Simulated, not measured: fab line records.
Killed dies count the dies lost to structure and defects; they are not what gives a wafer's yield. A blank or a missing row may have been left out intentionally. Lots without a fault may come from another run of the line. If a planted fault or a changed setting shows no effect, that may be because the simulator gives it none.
fab line records	flow gf180mcu
record lots=14	wafers=42	last-day=35
route steps=602 shown HV_LDD@208 NSD@241 SAB@264
lots untouched by any fault: they come from a run of this same line in which no faults occurred
start-h: hours from the record's first day to the start of the lot's first wafer shown	wait-h: hours since the lot's step before	" unchanged from the row above	L1.1+2: a single row standing in for several wafers	- either no value or no given start	* or withheld: withheld	< > ~ a bound
route shown NAME@n: a module of which the file shows steps, and the number in the route of the first	usual: mean/standard deviation of fault-free wafers	same: alike in all rows	chamber/n: place in a boat	sites: readings site by site	_std_site: the standard deviation of these	_edge_site: mean of outer sites minus mean of inner sites	radius-mm: for every site, how far away it sits from the centre of the wafer	mask NAME#n: copy n	behind: tool/chamber where the wafer was last shaped	hold: why the lot went on hold/how many hours it stayed there/how the hold came to an end	device: transistor that didn't switch, given as n, p or np	end of line: tests run on the same wafers once the route is complete	a step with no rows: only its recipe	killed: the dies lost at the first sort to structure and to defects; this is not the yield of the wafer	map: a wafer's dies, marking killed ones x, the rest . and places with no die _
set.NAME: the setting as run; set.NAME@STEP: as run at that earlier step	model.NAME: the simulator's own value behind a step, which no gauge read
the route's steps for a sample of lots (tables are steps, rows are wafers)
services: from which hour (start-h, from the record's first day; less than 0 if before it) a tool's chamber was out of use, for how many hours, and why
## steps
# step GF_HV_LDD_OVL_MEAS_32
# usual HV_LDD_02_OVL=1.0/1.5
lot.wafer	tool	chamber	start-h	wait-h	HV_LDD_02_OVL[nm]
L221.3	overlay-02	-	265.08	0.1	3.7
L221.4	"	-	"	"	1.6
L221.6	"	-	"	"	0.9
L224.2	overlay-01	-	285.28	0.1	1.7
L224.4	"	-	"	"	3.4
L224.5	"	-	"	"	0.6
L225.1	overlay-01	-	299.69	0.1	0.9
L225.5	"	-	"	"	2.8
L225.6	"	-	"	"	2.3
L226.2	overlay-01	-	305.93	0.1	-1.5
L226.3	"	-	"	"	2.7
L226.5	"	-	"	"	0.4
L227.2	overlay-01	-	311.94	0.1	0.5
L227.3	"	-	"	"	2.3
L227.4	"	-	"	"	1.1
L229.1	overlay-01	-	325.17	0.1	1.7
L229.5	"	-	"	"	0.0
L229.6	"	-	"	"	1.1
L228.1	overlay-02	-	326.70	0.1	0.5
L228.2	"	-	"	"	0.9
L228.6	"	-	"	"	1.0
L230.1	overlay-01	-	333.09	0.1	-0.6
L230.4	"	-	"	"	-0.5
L230.6	"	-	"	"	1.1
L233.2	overlay-01	-	351.24	0.1	0.2
L233.4	"	-	"	"	-0.5
L233.5	"	-	"	"	2.4
L238.1	overlay-02	-	397.90	0.1	0.4
L238.4	"	-	"	"	3.0
L238.5	"	-	"	"	1.1
L240.2	overlay-01	-	414.74	0.1	1.0
L240.4	"	-	"	"	-0.6
L240.5	"	-	"	"	0.7
L242.2	overlay-02	-	433.78	0.1	1.6
L242.4	"	-	"	"	0.7
L242.6	"	-	"	"	0.1
L243.1	overlay-01	-	438.57	0.1	2.7
L243.4	"	-	"	"	2.6
L243.6	"	-	"	"	3.3
L244.4	overlay-02	-	446.52	0.1	1.9
L244.5	"	-	"	"	4.2
L244.6	"	-	"	"	3.2
# step GF_HV_LDD_STRIP_37
# recipe chemistry=O2/N2	power-w=1400	pressure-mtorr=1500	platen-temp-c=250	o2-flow-sccm=3000	n2-flow-sccm=300	overash-fraction=0.5
# usual chamber-pressure-mTorr=1500.4/1.3	drypump-motor-current-A=5.81/0.12	heater-power-w=344/28	oes-product-au=0.716/0.0046	platen-temp-c=249.99/0.17	strip-time-to-endpoint-s=12.63/0.042
lot.wafer	tool	chamber	start-h	wait-h	chamber-pressure-mTorr	drypump-motor-current-A	heater-power-w	oes-product-au	platen-temp-c	rf-hours-counter-h	strip-time-to-endpoint-s
L221.3	plasma-asher-02	1	265.74	0.1	1500.1	5.75	345	0.715	250.20	-	12.59
L221.4	"	0	"	"	1502.6	5.75	338	0.712	250.22	-	12.63
L221.6	"	1	"	"	1499.8	5.75	355	0.714	250.18	-	12.68
L224.2	plasma-asher-04	0	285.91	0.1	1501.7	6.02	351	0.702	249.98	47	12.58
L224.4	"	1	"	"	1500.0	5.84	381	0.719	250.09	-	12.60
L224.5	"	0	"	"	1499.1	6.03	349	0.721	250.19	-	12.60
L225.1	plasma-asher-02	1	300.32	0.1	1501.9	5.75	339	0.709	249.96	19	12.65
L225.5	"	1	"	"	1499.7	5.75	342	0.720	249.99	-	12.62
L225.6	"	0	"	"	1501.4	5.73	341	0.716	249.82	-	12.64
L226.2	plasma-asher-02	1	306.56	0.1	1499.7	5.77	346	0.722	250.01	19	12.63
L226.3	"	1	"	"	1500.1	5.74	346	0.716	250.12	-	12.67
L226.5	"	1	"	"	1500.3	5.74	341	0.719	249.83	-	12.64
L227.2	plasma-asher-04	0	312.57	0.1	1501.6	5.99	337	0.725	249.86	50	12.64
L227.3	"	1	"	"	1503.4	5.82	386	0.709	250.17	-	12.60
L227.4	"	0	"	"	1497.7	6.02	354	0.706	250.12	-	12.64
L229.1	plasma-asher-04	1	325.81	0.1	1499.4	5.80	374	0.711	250.09	51	12.58
L229.5	"	0	"	"	1503.6	6.01	347	0.703	249.95	-	12.61
L229.6	"	1	"	"	1501.0	5.83	383	0.711	249.75	-	12.62
L228.1	plasma-asher-03	0	327.34	0.1	1499.4	5.60	271	0.710	250.13	70	12.61
L228.2	"	1	"	"	1500.9	5.68	295	0.714	249.99	70	12.61
L228.6	"	1	"	"	1497.8	5.65	292	0.716	250.13	-	12.60
L230.1	plasma-asher-02	1	333.72	0.1	1500.7	5.75	342	0.715	249.95	22	12.66
L230.4	"	0	"	"	1501.2	5.74	336	0.715	249.72	-	12.69
L230.6	"	0	"	"	1500.6	5.73	332	0.720	249.94	-	12.66
L233.2	plasma-asher-04	0	351.87	0.1	1500.8	6.04	343	0.714	249.80	54	12.65
L233.4	"	0	"	"	1500.0	6.04	358	0.719	250.06	-	12.61
L233.5	"	0	"	"	1498.9	6.07	347	0.722	250.07	-	12.65
L238.1	plasma-asher-04	1	398.54	0.1	1500.1	5.83	374	0.703	250.16	60	12.67
L238.4	"	1	"	"	1498.3	5.83	382	0.714	249.83	-	12.68
L238.5	"	0	"	"	1501.4	6.00	351	0.709	250.09	-	12.65
L240.2	plasma-asher-03	0	415.37	0.1	1499.8	5.60	282	0.721	250.00	81	12.68
L240.4	"	0	"	"	1501.4	5.62	285	0.717	250.00	-	12.70
L240.5	"	0	"	"	1500.8	5.61	279	0.719	250.25	-	12.67
L242.2	plasma-asher-04	1	434.41	0.1	1500.8	5.83	379	0.714	250.06	64	12.66
L242.4	"	0	"	"	1499.0	6.00	349	0.713	249.60	-	12.63
L242.6	"	0	"	"	1500.5	6.00	347	0.726	249.73	-	12.65
L243.1	plasma-asher-02	0	439.21	0.1	1499.8	5.74	332	0.712	249.84	33	12.63
L243.4	"	1	"	"	1501.7	5.78	343	0.723	250.05	-	12.66
L243.6	"	0	"	"	1498.6	5.73	330	0.711	250.22	-	12.69
L244.4	plasma-asher-04	1	447.17	0.1	1501.9	5.83	381	0.713	249.91	-	12.62
L244.5	"	0	"	"	1498.1	6.04	354	0.716	249.76	-	12.68
L244.6	"	1	"	"	1499.1	5.83	381	0.715	249.85	-	12.66
# step GF_NSD_DEVELOP_06
# recipe develop-time-s=60	dev-temp-c=23
lot.wafer	tool	chamber	start-h	wait-h
L221.3+4+6	litho-track-03	0	309.68	0.1
L224.2+4+5	litho-track-04	0	330.78	0.1
L225.1+5+6	litho-track-01	0	345.65	0.1
L226.2+3+5	litho-track-03	0	353.01	0.1
L227.2+3+4	litho-track-01	0	359.22	0.1
L229.1+5+6	litho-track-04	0	373.00	0.1
L228.1+2+6	litho-track-01	0	374.19	0.1
L230.1+4+6	litho-track-03	0	381.58	0.1
L233.2+4+5	litho-track-01	0	401.67	0.1
L238.1+4+5	litho-track-04	0	451.25	0.1
L240.2+4+5	litho-track-01	0	467.87	0.1
L242.2+4+6	litho-track-03	0	488.51	0.1
L243.1+4+6	litho-track-03	0	492.33	0.1
L244.4+5+6	litho-track-01	0	500.62	0.1
# step GF_NSD_CD_MEAS_07
# recipe target-cd-nm=400
# usual cd-nm=399.9/2.3
lot.wafer	tool	chamber	start-h	wait-h	cd-nm
L221.3	cd-sem-02	-	309.82	0.1	402.4
L221.4	"	-	"	"	400.4
L221.6	"	-	"	"	399.6
L224.2	cd-sem-01	-	330.92	0.1	397.8
L224.4	"	-	"	"	398.4
L224.5	"	-	"	"	399.0
L225.1	cd-sem-02	-	345.80	0.1	397.4
L225.5	"	-	"	"	400.8
L225.6	"	-	"	"	400.3
L226.2	cd-sem-01	-	353.15	0.1	401.5
L226.3	"	-	"	"	400.2
L226.5	"	-	"	"	398.8
L227.2	cd-sem-02	-	359.36	0.1	397.9
L227.3	"	-	"	"	398.1
L227.4	"	-	"	"	397.4
L229.1	cd-sem-01	-	373.15	0.1	396.6
L229.5	"	-	"	"	398.9
L229.6	"	-	"	"	396.8
L228.1	cd-sem-02	-	374.34	0.1	-
L228.2	"	-	"	"	406.3
L228.6	"	-	"	"	403.3
L230.1	cd-sem-02	-	381.73	0.1	400.0
L230.4	"	-	"	"	399.4
L230.6	"	-	"	"	400.8
L233.2	cd-sem-02	-	401.81	0.1	397.9
L233.4	"	-	"	"	397.9
L233.5	"	-	"	"	-
L238.1	cd-sem-01	-	451.40	0.1	399.9
L238.4	"	-	"	"	400.4
L238.5	"	-	"	"	400.5
L240.2	cd-sem-01	-	468.01	0.1	405.0
L240.4	"	-	"	"	404.0
L240.5	"	-	"	"	402.4
L242.2	cd-sem-01	-	488.65	0.1	399.1
L242.4	"	-	"	"	400.5
L242.6	"	-	"	"	399.4
L243.1	cd-sem-02	-	492.48	0.1	401.7
L243.4	"	-	"	"	400.2
L243.6	"	-	"	"	399.8
L244.4	cd-sem-01	-	500.75	0.1	401.4
L244.5	"	-	"	"	399.4
L244.6	"	-	"	"	400.8
# step GF_NSD_OVL_MEAS_08
# usual NSD_OVL=-0.1/1.2
lot.wafer	tool	chamber	start-h	wait-h	NSD_OVL[nm]
L221.3	overlay-02	-	309.92	0.1	-1.4
L221.4	"	-	"	"	-0.2
L221.6	"	-	"	"	0.0
L224.2	overlay-01	-	331.03	0.1	-2.1
L224.4	"	-	"	"	-2.4
L224.5	"	-	"	"	-2.2
L225.1	overlay-02	-	345.92	0.1	1.5
L225.5	"	-	"	"	1.2
L225.6	"	-	"	"	1.0
L226.2	overlay-01	-	353.26	0.1	-1.6
L226.3	"	-	"	"	-1.7
L226.5	"	-	"	"	-1.5
L227.2	overlay-01	-	359.47	0.1	-1.3
L227.3	"	-	"	"	1.4
L227.4	"	-	"	"	-1.0
L229.1	overlay-02	-	373.27	0.1	-1.4
L229.5	"	-	"	"	-0.8
L229.6	"	-	"	"	-1.8
L228.1	overlay-02	-	374.46	0.1	-
L228.2	"	-	"	"	0.8
L228.6	"	-	"	"	0.7
L230.1	overlay-01	-	381.85	0.1	-0.3
L230.4	"	-	"	"	1.3
L230.6	"	-	"	"	0.9
L233.2	overlay-01	-	401.92	0.1	0.6
L233.4	"	-	"	"	0.1
L233.5	"	-	"	"	-
L238.1	overlay-02	-	451.52	0.1	-0.5
L238.4	"	-	"	"	-0.4
L238.5	"	-	"	"	-1.0
L240.2	overlay-01	-	468.12	0.1	-1.1
L240.4	"	-	"	"	-1.2
L240.5	"	-	"	"	-1.7
L242.2	overlay-01	-	488.76	0.1	-0.3
L242.4	"	-	"	"	-0.6
L242.6	"	-	"	"	-0.6
L243.1	overlay-02	-	492.60	0.1	0.3
L243.4	"	-	"	"	0.0
L243.6	"	-	"	"	0.8
L244.4	overlay-02	-	500.83	0.1	0.1
L244.5	"	-	"	"	-1.4
L244.6	"	-	"	"	-0.5
# step GF_NSD_TW_MEAS_12
# usual NSD_TW=4238/31
lot.wafer	tool	chamber	start-h	wait-h	NSD_TW
L221.3	film-metro-04	-	310.36	0.1	4282
L221.4	"	-	"	"	4270
L221.6	"	-	"	"	4267
L224.2	film-metro-03	-	331.47	0.1	4221
L224.4	"	-	"	"	4217
L224.5	"	-	"	"	4213
L225.1	film-metro-03	-	346.35	0.1	4185
L225.5	"	-	"	"	4178
L225.6	"	-	"	"	4194
L226.2	film-metro-04	-	353.70	0.1	4248
L226.3	"	-	"	"	4273
L226.5	"	-	"	"	4282
L227.2	film-metro-04	-	359.91	0.1	4247
L227.3	"	-	"	"	4243
L227.4	"	-	"	"	4258
L229.1	film-metro-04	-	373.71	0.1	4288
L229.5	"	-	"	"	4255
L229.6	"	-	"	"	4262
L228.1	film-metro-03	-	374.90	0.1	30
L228.2	"	-	"	"	4197
L228.6	"	-	"	"	4186
L230.1	film-metro-03	-	382.29	0.1	4199
L230.4	"	-	"	"	4182
L230.6	"	-	"	"	4195
L233.2	film-metro-01	-	402.36	0.1	4251
L233.4	"	-	"	"	4243
L233.5	"	-	"	"	30
L238.1	film-metro-04	-	451.96	0.1	4264
L238.4	"	-	"	"	4242
L238.5	"	-	"	"	4273
L240.2	film-metro-01	-	468.56	0.1	4259
L240.4	"	-	"	"	4265
L240.5	"	-	"	"	4259
L242.2	film-metro-01	-	489.20	0.1	4216
L242.4	"	-	"	"	4233
L242.6	"	-	"	"	4249
L243.1	film-metro-03	-	493.04	0.1	4231
L243.4	"	-	"	"	4214
L243.6	"	-	"	"	4209
L244.4	film-metro-01	-	501.28	0.1	4242
L244.5	"	-	"	"	4263
L244.6	"	-	"	"	4242
# step GF_SAB_CVD_00
# recipe material=SiO2	target-thk-nm=50	precursor=TEOS	temp-c=400	time-s=4.9302	rf-w=600
# usual heater-power-w=639/86
lot.wafer	tool	chamber	start-h	wait-h	heater-power-w
L221.3	pecvd-04	1	332.82	0.1	640
L221.4	"	0	"	"	562
L221.6	"	1	"	"	637
L224.2	pecvd-04	0	354.23	0.1	638
L224.4	"	0	"	"	621
L224.5	"	1	"	"	596
L225.1	pecvd-02	0	369.41	0.1	519
L225.5	"	1	"	"	694
L225.6	"	0	"	"	517
L226.2	pecvd-02	2	377.77	0.1	581
L226.3	"	1	"	"	709
L226.5	"	1	"	"	695
L227.2	pecvd-01	1	383.30	0.1	723
L227.3	"	2	"	"	848
L227.4	"	2	"	"	871
L229.1	pecvd-04	0	397.29	0.1	639
L229.5	"	2	"	"	633
L229.6	"	0	"	"	659
L228.1	pecvd-02	0	398.43	0.1	491
L228.2	"	2	"	"	579
L228.6	"	1	"	"	686
L230.1	pecvd-04	1	406.18	0.1	669
L230.4	"	1	"	"	647
L230.6	"	2	"	"	671
L233.2	pecvd-04	2	427.93	0.1	681
L233.4	"	0	"	"	566
L233.5	"	1	"	"	651
L238.1	pecvd-04	0	477.41	0.1	641
L238.4	"	0	"	"	641
L238.5	"	2	"	"	640
L240.2	pecvd-01	2	494.04	0.1	782
L240.4	"	1	"	"	669
L240.5	"	2	"	"	786
L242.2	pecvd-01	1	512.98	0.1	682
L242.4	"	1	"	"	709
L242.6	"	2	"	"	840
L243.1	pecvd-01	0	517.00	0.1	748
L243.4	"	2	"	"	791
L243.6	"	0	"	"	723
L244.4	pecvd-04	0	525.51	0.0	633
L244.5	"	2	"	"	605
L244.6	"	1	"	"	519
## services
tool	chamber	start-h	hours	kind
pecvd-01	-	259.65	6.0	pm
pecvd-02	2	270.69	5.5	repair
pecvd-02	-	281.82	2.8	pm
pecvd-04	-	296.25	2.0	repair
pecvd-04	-	301.44	2.8	pm
pecvd-04	-	318.20	13.5	repair
pecvd-01	-	325.17	1.1	repair
pecvd-01	-	368.88	14.0	pm
pecvd-01	0	368.88	14.0	vent-cycle
pecvd-01	1	368.88	14.0	vent-cycle
pecvd-01	2	368.88	14.0	vent-cycle
pecvd-01	0	382.88	-	clean
pecvd-01	1	382.88	-	clean
pecvd-01	2	382.88	-	clean
pecvd-01	0	386.78	23.6	repair
plasma-asher-02	-	392.15	1.0	repair
pecvd-04	1	448.53	16.2	repair
plasma-asher-04	-	454.10	2.2	repair
pecvd-01	1	459.84	5.1	repair
pecvd-01	2	477.67	15.7	repair
## key
first-sign step=GF_NSD_CD_MEAS_07	reading=cd-nm	direction=missing
effect step=GF_NSD_OVL_MEAS_08	reading=NSD_OVL	direction=missing
effect step=GF_NSD_TW_MEAS_12	reading=NSD_TW	direction=down	sigmas=99+	usual=4238	struck=30
met-at GF_NSD_DEVELOP_06
struck-lots L228,L233
struck-wafers L228.1,L233.5
sort-left-out L228.1,L233.5
tester-left-out L228,L233
not-acting-at GF_HV_LDD_OVL_MEAS_32,GF_HV_LDD_STRIP_37,GF_SAB_CVD_00
onset-between 359.22 374.19
fault kind=process-parameter-drift	tool=litho-track-01	chamber=-	onset-h=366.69	steps=GF_NSD_DEVELOP_06	channel=develop-time-s	offset=*	shape=step	end-h=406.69	scope=struck-wafers-only	acts-in=*	stated=*
# tester-left-out: of these lots the tester's yield and bins aren't shown, on N5 and GAA mostly nor the transistor test; their killed dies are dies lost to structure and defects alone, not to doping, threshold or leakage, so they don't give the yield
# sort-left-out: the simulated sort isn't trusted on such a fault, so these wafers' sort isn't shown, and their yield isn't known
